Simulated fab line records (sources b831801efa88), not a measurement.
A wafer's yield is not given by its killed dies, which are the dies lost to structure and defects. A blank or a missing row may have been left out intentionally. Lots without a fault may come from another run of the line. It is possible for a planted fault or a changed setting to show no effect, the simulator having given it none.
fab line records -- flow sky130
record lots=11, wafers=33, last-day=50
route steps=708 shown VIA3@588 METAL4@599 VIA4@657 METAL5@663 PAD_OPEN@708
lots that met no fault: taken from a fault-free run of the same line
start-h: hours from the record's first day to the start of the lot's first wafer shown -- wait-h: hours since the lot's step before -- " as in the row above -- L1.1+2: a row that stands for several wafers -- - no value, or no start given -- * or withheld: withheld -- < > ~ a bound
route shown NAME@n: NAME is a module with steps in the file, n the number in the route of the first one -- usual: mean and standard deviation over wafers with no fault -- same: alike in all rows -- chamber/n: place in a boat -- sites: each site's reading -- _std_site: standard deviation across them -- _edge_site: mean of outer sites minus mean of inner sites -- radius-mm: how far each site lies from the wafer's centre -- mask NAME#n: copy n -- behind: the tool/chamber that last shaped the wafer -- hold: why the lot was held/for how many hours/how that ended -- device: the n, p or np transistor that did not switch -- end of line: at the end of the route, the tests of the same wafers -- a step with no rows: only its recipe -- killed: at the first sort, the dies lost to defects and structure; wafer yield is something else -- map: per-die view of a wafer (x killed, . not killed, _ where there is no die)
set.NAME: the run value of the setting; set.NAME@STEP: its run value at that earlier step -- model.NAME: the simulator's own value behind a step, which no gauge read
a sample of lots followed through the steps of the route, with each step as a table and each wafer as a row
services: a tool's chamber out of use, with start hour (start-h, from the record's first day; less than 0 if before it), hours out, and reason
## steps
# step SKY_VIA3_ETCH_15
# recipe target=SiO2, chemistry=C4F8/O2/Ar, target-depth-nm=507, stop-on=TiN, mask-material=KrF-thick, source-w=1500, bias-w=1200, pressure-mtorr=40, c4f8-flow-sccm=withheld, O2_flow_sccm=6, Ar_flow_sccm=300, time-s=78
# usual oes-product-au=0.945/0.0047
lot.wafer,tool,chamber,start-h,wait-h,oes-product-au,rf-hours-counter-h
L933.4,rie-diel-01,3,920.44,0.0,0.952,8
L933.5,rie-diel-01,0,920.44,0.0,0.946,-
L933.6,rie-diel-01,3,920.44,0.0,0.943,-
L935.2,rie-diel-01,2,939.56,0.0,0.945,4
L935.3,rie-diel-01,1,939.56,0.0,0.942,5
L935.4,rie-diel-01,0,939.56,0.0,0.947,5
L936.1,rie-diel-01,1,944.09,0.0,0.944,5
L936.2,rie-diel-01,0,944.09,0.0,0.950,6
L936.6,rie-diel-01,0,944.09,0.0,0.940,-
L937.1,rie-diel-01,0,964.71,0.0,0.951,6
L937.3,rie-diel-01,1,964.71,0.0,0.938,6
L937.6,rie-diel-01,0,964.71,0.0,0.945,-
L939.2,rie-diel-03,1,970.46,0.0,0.944,23
L939.3,rie-diel-03,2,970.46,0.0,0.946,22
L939.6,rie-diel-03,2,970.46,0.0,0.942,-
L940.1,rie-diel-02,0,980.96,0.0,0.955,1
L940.2,rie-diel-02,1,980.96,0.0,0.946,9
L940.3,rie-diel-02,2,980.96,0.0,0.943,20
L942.1,rie-diel-03,2,1000.41,0.0,0.953,23
L942.3,rie-diel-03,3,1000.41,0.0,0.943,23
L942.6,rie-diel-03,2,1000.41,0.0,0.936,-
L944.2,rie-diel-02,3,1005.51,0.0,0.943,6
L944.3,rie-diel-02,2,1005.51,0.0,0.949,21
L944.5,rie-diel-02,3,1005.51,0.0,0.943,-
L948.1,rie-diel-01,2,1036.81,0.0,0.942,7
L948.2,rie-diel-01,3,1036.81,0.0,0.943,11
L948.5,rie-diel-01,2,1036.81,0.0,0.936,-
L951.2,rie-diel-01,3,1087.79,0.0,0.946,13
L951.4,rie-diel-01,2,1087.79,0.0,0.939,9
L951.6,rie-diel-01,3,1087.79,0.0,0.954,-
L955.1,rie-diel-01,1,1089.44,0.0,0.949,10
L955.5,rie-diel-01,2,1089.44,0.0,0.946,-
L955.6,rie-diel-01,1,1089.44,0.0,0.948,-
# step SKY_METAL4_SPUTTER_01
# recipe material=TiN, target-thk-nm=20, power-w=6500, time-s=16.7, chamber-pressure-pa=0.4
# usual throttle-valve-pct=30.6/0.98
lot.wafer,tool,chamber,start-h,wait-h,throttle-valve-pct
L933.4,pvd-sputter-03,-,921.77,0.0,29.6
L933.5,pvd-sputter-03,-,921.77,0.0,29.4
L933.6,pvd-sputter-03,-,921.77,0.0,31.3
L935.2,pvd-sputter-04,-,941.36,0.0,32.4
L935.3,pvd-sputter-04,-,941.36,0.0,30.8
L935.4,pvd-sputter-04,-,941.36,0.0,29.8
L936.1,pvd-sputter-04,-,945.82,0.0,32.5
L936.2,pvd-sputter-04,-,945.82,0.0,30.4
L936.6,pvd-sputter-04,-,945.82,0.0,29.7
L937.1,pvd-sputter-01,-,966.05,0.0,31.2
L937.3,pvd-sputter-01,-,966.05,0.0,30.1
L937.6,pvd-sputter-01,-,966.05,0.0,29.7
L939.2,pvd-sputter-04,-,971.80,0.0,30.6
L939.3,pvd-sputter-04,-,971.80,0.0,29.5
L939.6,pvd-sputter-04,-,971.80,0.0,29.3
L940.1,pvd-sputter-01,-,982.30,0.0,29.9
L940.2,pvd-sputter-01,-,982.30,0.0,31.1
L940.3,pvd-sputter-01,-,982.30,0.0,30.8
L942.1,pvd-sputter-03,-,1001.87,0.0,31.4
L942.3,pvd-sputter-03,-,1001.87,0.0,29.7
L942.6,pvd-sputter-03,-,1001.87,0.0,29.0
L944.2,pvd-sputter-03,-,1006.97,0.0,32.1
L944.3,pvd-sputter-03,-,1006.97,0.0,29.4
L944.5,pvd-sputter-03,-,1006.97,0.0,28.8
L948.1,pvd-sputter-03,-,1040.42,0.0,28.9
L948.2,pvd-sputter-03,-,1040.42,0.0,31.3
L948.5,pvd-sputter-03,-,1040.42,0.0,29.0
L951.2,pvd-sputter-01,-,1089.20,0.0,31.2
L951.4,pvd-sputter-01,-,1089.20,0.0,30.8
L951.6,pvd-sputter-01,-,1089.20,0.0,31.0
L955.1,pvd-sputter-01,-,1090.78,0.0,30.7
L955.5,pvd-sputter-01,-,1090.78,0.0,31.1
L955.6,pvd-sputter-01,-,1090.78,0.0,30.6
# step SKY_VIA4_CVD_18
# recipe material=W, target-thk-nm=505, time-s=152.14, temp-c=400, pressure-torr=40
# usual heater-power-w=825/71, susceptor-temp-C=399.95/0.24
lot.wafer,tool,chamber,start-h,wait-h,heater-power-w,susceptor-temp-C
L933.4,cvd-w-02,1,997.62,0.1,716,400.22
L933.5,cvd-w-02,0,997.62,0.1,777,399.77
L933.6,cvd-w-02,1,997.62,0.1,708,399.95
L935.2,cvd-w-01,0,1015.56,0.1,885,399.93
L935.3,cvd-w-01,0,1015.56,0.1,859,400.14
L935.4,cvd-w-01,0,1015.56,0.1,879,399.85
L936.1,cvd-w-01,0,1020.80,0.0,875,399.93
L936.2,cvd-w-01,0,1020.80,0.0,884,400.12
L936.6,cvd-w-01,0,1020.80,0.0,853,400.33
L937.1,cvd-w-02,0,1039.56,0.0,799,400.33
L937.3,cvd-w-02,1,1039.56,0.0,713,399.89
L937.6,cvd-w-02,1,1039.56,0.0,714,399.80
L939.2,cvd-w-01,0,1044.72,0.0,867,399.87
L939.3,cvd-w-01,1,1044.72,0.0,894,399.56
L939.6,cvd-w-01,1,1044.72,0.0,897,399.95
L940.1,cvd-w-01,1,1053.74,0.0,884,399.69
L940.2,cvd-w-01,0,1053.74,0.0,871,399.76
L940.3,cvd-w-01,1,1053.74,0.0,865,399.59
L942.1,cvd-w-01,0,1071.03,0.0,884,399.74
L942.3,cvd-w-01,1,1071.03,0.0,886,399.68
L942.6,cvd-w-01,1,1071.03,0.0,900,399.69
L944.2,cvd-w-02,0,1076.10,0.0,788,400.00
L944.3,cvd-w-02,0,1076.10,0.0,784,399.43
L944.5,cvd-w-02,0,1076.10,0.0,775,399.56
L948.1,cvd-w-01,1,1104.55,0.0,873,400.01
L948.2,cvd-w-01,0,1104.55,0.0,841,394.58
L948.5,cvd-w-01,0,1104.55,0.0,835,394.76
L951.2,cvd-w-02,1,1150.13,0.0,717,399.51
L951.4,cvd-w-02,0,1150.13,0.0,782,399.87
L951.6,cvd-w-02,0,1150.13,0.0,759,400.02
L955.1,cvd-w-02,1,1150.91,0.0,719,399.99
L955.5,cvd-w-02,1,1150.91,0.0,692,399.78
L955.6,cvd-w-02,0,1150.91,0.0,763,400.24
# step SKY_VIA4_RS_MEAS_19
# recipe thk-meas-gauge=four-point-probe, reads=W_of_VIA4_CVD_18+TiN_of_VIA4_SPUTTER_17
# usual VIA4_W_RS=0.2276/0.0029
lot.wafer,tool,chamber,start-h,wait-h,VIA4_W_RS[ohm/sq]
L933.4,film-metro-04,-,997.79,0.1,0.2256
L933.5,film-metro-04,-,997.79,0.1,0.2265
L933.6,film-metro-04,-,997.79,0.1,0.2271
L935.2,film-metro-04,-,1015.84,0.2,0.2279
L935.3,film-metro-04,-,1015.84,0.2,0.2269
L935.4,film-metro-04,-,1015.84,0.2,0.2266
L936.1,film-metro-04,-,1021.10,0.3,0.2293
L936.2,film-metro-04,-,1021.10,0.3,0.2310
L936.6,film-metro-04,-,1021.10,0.3,0.2301
L937.1,film-metro-03,-,1039.71,0.1,0.2222
L937.3,film-metro-03,-,1039.71,0.1,0.2248
L937.6,film-metro-03,-,1039.71,0.1,0.2274
L939.2,film-metro-04,-,1044.90,0.1,0.2287
L939.3,film-metro-04,-,1044.90,0.1,0.2265
L939.6,film-metro-04,-,1044.90,0.1,0.2267
L940.1,film-metro-03,-,1053.89,0.1,0.2273
L940.2,film-metro-03,-,1053.89,0.1,0.2282
L940.3,film-metro-03,-,1053.89,0.1,0.2271
L942.1,film-metro-03,-,1071.18,0.1,0.2271
L942.3,film-metro-03,-,1071.18,0.1,0.2297
L942.6,film-metro-03,-,1071.18,0.1,0.2301
L944.2,film-metro-02,-,1076.27,0.1,0.2218
L944.3,film-metro-02,-,1076.27,0.1,0.2234
L944.5,film-metro-02,-,1076.27,0.1,0.2252
L948.1,film-metro-03,-,1104.70,0.1,0.2302
L948.2,film-metro-03,-,1104.70,0.1,0.2518
L948.5,film-metro-03,-,1104.70,0.1,0.2484
L951.2,film-metro-02,-,1150.31,0.1,0.2255
L951.4,film-metro-02,-,1150.31,0.1,0.2263
L951.6,film-metro-02,-,1150.31,0.1,0.2264
L955.1,film-metro-02,-,1151.06,0.1,0.2261
L955.5,film-metro-02,-,1151.06,0.1,0.2254
L955.6,film-metro-02,-,1151.06,0.1,0.2253
# step SKY_VIA4_THK_MEAS_20
# recipe thk-meas-gauge=xrf, reads=W_of_VIA4_CVD_18
# usual VIA4_W_THK=509/7.7
lot.wafer,tool,chamber,start-h,wait-h,VIA4_W_THK[nm]
L933.4,film-metro-04,-,997.88,0.1,515
L933.5,film-metro-04,-,997.88,0.1,512
L933.6,film-metro-04,-,997.88,0.1,511
L935.2,film-metro-04,-,1015.95,0.1,507
L935.3,film-metro-04,-,1015.95,0.1,506
L935.4,film-metro-04,-,1015.95,0.1,507
L936.1,film-metro-04,-,1021.22,0.1,500
L936.2,film-metro-04,-,1021.22,0.1,498
L936.6,film-metro-04,-,1021.22,0.1,498
L937.1,film-metro-03,-,1039.83,0.1,521
L937.3,film-metro-03,-,1039.83,0.1,516
L937.6,film-metro-03,-,1039.83,0.1,512
L939.2,film-metro-04,-,1045.01,0.1,508
L939.3,film-metro-04,-,1045.01,0.1,511
L939.6,film-metro-04,-,1045.01,0.1,511
L940.1,film-metro-03,-,1054.01,0.1,510
L940.2,film-metro-03,-,1054.01,0.1,506
L940.3,film-metro-03,-,1054.01,0.1,508
L942.1,film-metro-03,-,1071.30,0.1,510
L942.3,film-metro-03,-,1071.30,0.1,503
L942.6,film-metro-03,-,1071.30,0.1,501
L944.2,film-metro-02,-,1076.38,0.1,525
L944.3,film-metro-02,-,1076.38,0.1,523
L944.5,film-metro-02,-,1076.38,0.1,515
L948.1,film-metro-03,-,1104.82,0.1,504
L948.2,film-metro-03,-,1104.82,0.1,460
L948.5,film-metro-03,-,1104.82,0.1,465
L951.2,film-metro-02,-,1150.42,0.1,514
L951.4,film-metro-02,-,1150.42,0.1,512
L951.6,film-metro-02,-,1150.42,0.1,512
L955.1,film-metro-02,-,1151.18,0.1,512
L955.5,film-metro-02,-,1151.18,0.1,514
L955.6,film-metro-02,-,1151.18,0.1,513
# step SKY_METAL5_SPUTTER_02
# recipe material=AlCu, target-thk-nm=1150, power-w=10600, time-s=61.2, chamber-pressure-pa=0.4
# usual throttle-valve-pct=30.2/1.1
lot.wafer,tool,chamber,start-h,wait-h,throttle-valve-pct
L933.4,pvd-sputter-02,-,998.31,0.0,31.0
L933.5,pvd-sputter-02,-,998.31,0.0,29.8
L933.6,pvd-sputter-02,-,998.31,0.0,30.0
L935.2,pvd-sputter-01,-,1016.34,0.0,31.1
L935.3,pvd-sputter-01,-,1016.34,0.0,31.0
L935.4,pvd-sputter-01,-,1016.34,0.0,29.8
L936.1,pvd-sputter-01,-,1021.93,0.0,30.9
L936.2,pvd-sputter-01,-,1021.93,0.0,29.8
L936.6,pvd-sputter-01,-,1021.93,0.0,30.5
L937.1,pvd-sputter-02,-,1041.05,0.0,31.5
L937.3,pvd-sputter-02,-,1041.05,0.0,30.0
L937.6,pvd-sputter-02,-,1041.05,0.0,29.7
L939.2,pvd-sputter-02,-,1045.40,0.0,29.5
L939.3,pvd-sputter-02,-,1045.40,0.0,28.3
L939.6,pvd-sputter-02,-,1045.40,0.0,27.9
L940.1,pvd-sputter-01,-,1054.42,0.0,29.7
L940.2,pvd-sputter-01,-,1054.42,0.0,31.1
L940.3,pvd-sputter-01,-,1054.42,0.0,30.7
L942.1,pvd-sputter-02,-,1071.91,0.0,29.8
L942.3,pvd-sputter-02,-,1071.91,0.0,28.0
L942.6,pvd-sputter-02,-,1071.91,0.0,28.0
L944.2,pvd-sputter-04,-,1076.78,0.0,32.2
L944.3,pvd-sputter-04,-,1076.78,0.0,29.4
L944.5,pvd-sputter-04,-,1076.78,0.0,29.6
L948.1,pvd-sputter-02,-,1105.23,0.0,29.7
L948.2,pvd-sputter-02,-,1105.23,0.0,29.8
L948.5,pvd-sputter-02,-,1105.23,0.0,30.0
L951.2,pvd-sputter-02,-,1150.81,0.0,31.4
L951.4,pvd-sputter-02,-,1150.81,0.0,29.7
L951.6,pvd-sputter-02,-,1150.81,0.0,31.2
L955.1,pvd-sputter-04,-,1151.60,0.0,29.2
L955.5,pvd-sputter-04,-,1151.60,0.0,30.5
L955.6,pvd-sputter-04,-,1151.60,0.0,32.7
# step SKY_PAD_OPEN_PROBE_99
# usual defect-limited-yield=82.6/1.9, killed_at_M0_to_M3=43/7.3, killed_at_M4_up=3.0/2, killed-at-contacts=24/5.2, killed-at-front-end=15/4.4, killed-at-other=0.2/0.48, killed-dies=86/9.1, killed-open=47/7.3, killed-short=38/6.4, sort_bin_3_pad_short=0.8/0.38, sort_bin_5_function=10.5/1.4, sort_bin_6_memory=6.1/1.1, sort-n-pass=406/9.1, sort-yield-pct=82.6/1.9
# same gross-dies=492, killed-at-back-side=0, sort_bin_4_leakage[%]=0, sort_bin_8_speed[%]=0
lot.wafer,tool,chamber,start-h,wait-h,defect-limited-yield[%],killed_at_M0_to_M3,killed_at_M4_up,killed-at-contacts,killed-at-front-end,killed-at-other,killed-dies,killed-open,killed-short,sort_bin_3_pad_short[%],sort_bin_5_function[%],sort_bin_6_memory[%],sort-n-pass,sort-yield-pct[%]
L940.1,prober-02,-,1117.46,0.1,83.9,40,1,25,13,0,79,38,41,0.6,9.6,5.9,413,83.9
L940.2,prober-02,-,1117.51,0.1,83.5,40,2,26,13,0,81,46,35,0.6,10.2,5.7,411,83.5
L940.3,prober-02,-,1117.56,0.2,83.7,29,6,28,16,1,80,43,37,0.6,11.4,4.3,412,83.7
L955.1,prober-02,-,1205.31,0.1,85.0,45,1,17,11,0,74,43,31,1.0,8.3,5.7,418,85.0
L955.5,prober-02,-,1205.51,0.2,83.3,43,2,18,19,0,82,40,42,0.8,9.8,6.1,410,83.3
L955.6,prober-02,-,1205.56,0.2,86.8,30,1,19,14,1,65,33,31,0.6,7.3,5.3,427,86.8
# killed by level:class
L940.1 VIA3:geometric-particle:open=8 METAL2:geometric-particle:short=7 LI_CONTACT:geometric-particle:short=6 LI_CONTACT:geometric-particle:open=6 METAL1:geometric-particle:short=6 VIA1:geometric-particle:open=5 POLY_GATE:geometric-particle:short=4 LOCAL_INTERCONNECT:geometric-particle:short=4
L940.2 CONTACT:geometric-particle:open=9 VIA1:geometric-particle:open=9 LI_CONTACT:geometric-particle:open=8 METAL2:geometric-particle:short=6 VIA3:geometric-particle:open=6 VIA2:geometric-particle:open=6 METAL1:geometric-particle:short=4 SPACER:geometric-particle:short=4
L940.3 LI_CONTACT:geometric-particle:open=10 CONTACT:geometric-particle:open=8 METAL1:geometric-particle:short=6 POLY_GATE:geometric-particle:open=5 CONTACT:geometric-particle:short=5 METAL2:geometric-particle:short=5 VIA1:geometric-particle:open=4 VIA2:geometric-particle:open=4
L955.1 VIA1:geometric-particle:open=10 VIA3:geometric-particle:open=8 CONTACT:geometric-particle:open=8 VIA2:geometric-particle:open=7 METAL2:geometric-particle:short=6 VIA2:geometric-particle:short=5 FIELD_ISO:geometric-particle:short=4 LI_CONTACT:geometric-particle:open=4
L955.5 VIA1:geometric-particle:open=12 FIELD_ISO:geometric-particle:short=10 VIA2:geometric-particle:open=6 METAL2:geometric-particle:short=6 LI_CONTACT:geometric-particle:open=5 CONTACT:geometric-particle:short=5 VIA3:geometric-particle:open=5 VIA3:geometric-particle:short=4
L955.6 LI_CONTACT:geometric-particle:open=7 VIA1:geometric-particle:open=7 METAL1:geometric-particle:short=6 VIA2:geometric-particle:open=5 CONTACT:geometric-particle:open=4 FIELD_ISO:geometric-particle:open=3 POLY_GATE:geometric-particle:open=3 LI_CONTACT:geometric-particle:short=3
## services
tool,chamber,start-h,hours,kind
cvd-w-01,-,904.00,14.0,pm
rie-diel-02,3,913.51,4.2,repair
pvd-sputter-02,-,917.59,2.4,repair
rie-diel-01,3,923.49,5.1,repair
pvd-sputter-04,-,929.95,3.3,repair
pvd-sputter-01,-,932.81,21.8,repair
cvd-w-02,-,933.90,1.6,repair
pvd-sputter-01,-,939.83,9.2,repair
cvd-w-01,-,968.79,2.7,repair
cvd-w-02,0,995.53,1.3,repair
cvd-w-02,0,998.34,15.6,repair
rie-diel-01,0,1001.44,8.8,repair
cvd-w-01,1,1015.13,21.3,repair
pvd-sputter-02,-,1020.58,1.4,repair
pvd-sputter-01,-,1032.25,1.9,repair
pvd-sputter-02,-,1059.43,1.3,repair
pvd-sputter-04,-,1066.95,3.3,repair
cvd-w-02,-,1070.80,0.5,repair
cvd-w-01,0,1079.63,9.6,repair
rie-diel-01,-,1102.41,0.7,repair
cvd-w-02,-,1105.29,6.0,pm
cvd-w-02,-,1112.54,3.8,pm
pvd-sputter-01,-,1112.71,2.2,repair
rie-diel-01,3,1137.61,15.5,repair
## key
first-sign step=SKY_VIA4_CVD_18, reading=susceptor-temp-C, direction=down, sigmas=22, usual=*, struck=*
effect step=SKY_VIA4_RS_MEAS_19, reading=VIA4_W_RS, direction=up, sigmas=7.9, usual=0.2276, struck=0.2501
effect step=SKY_VIA4_THK_MEAS_20, reading=VIA4_W_THK, direction=down, sigmas=6.1, usual=509, struck=462
met-at SKY_VIA4_CVD_18
struck-lots L948
struck-wafers L948.2,L948.5
not-acting-at SKY_VIA3_ETCH_15,SKY_METAL4_SPUTTER_01,SKY_METAL5_SPUTTER_02
onset-between 1071.03 1104.55
fault kind=process-parameter-drift, tool=cvd-w-01, chamber=0, onset-h=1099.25, steps=SKY_VIA4_CVD_18, channel=temp-c, offset=*, shape=step, end-h=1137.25, acts-in=*, stated=*
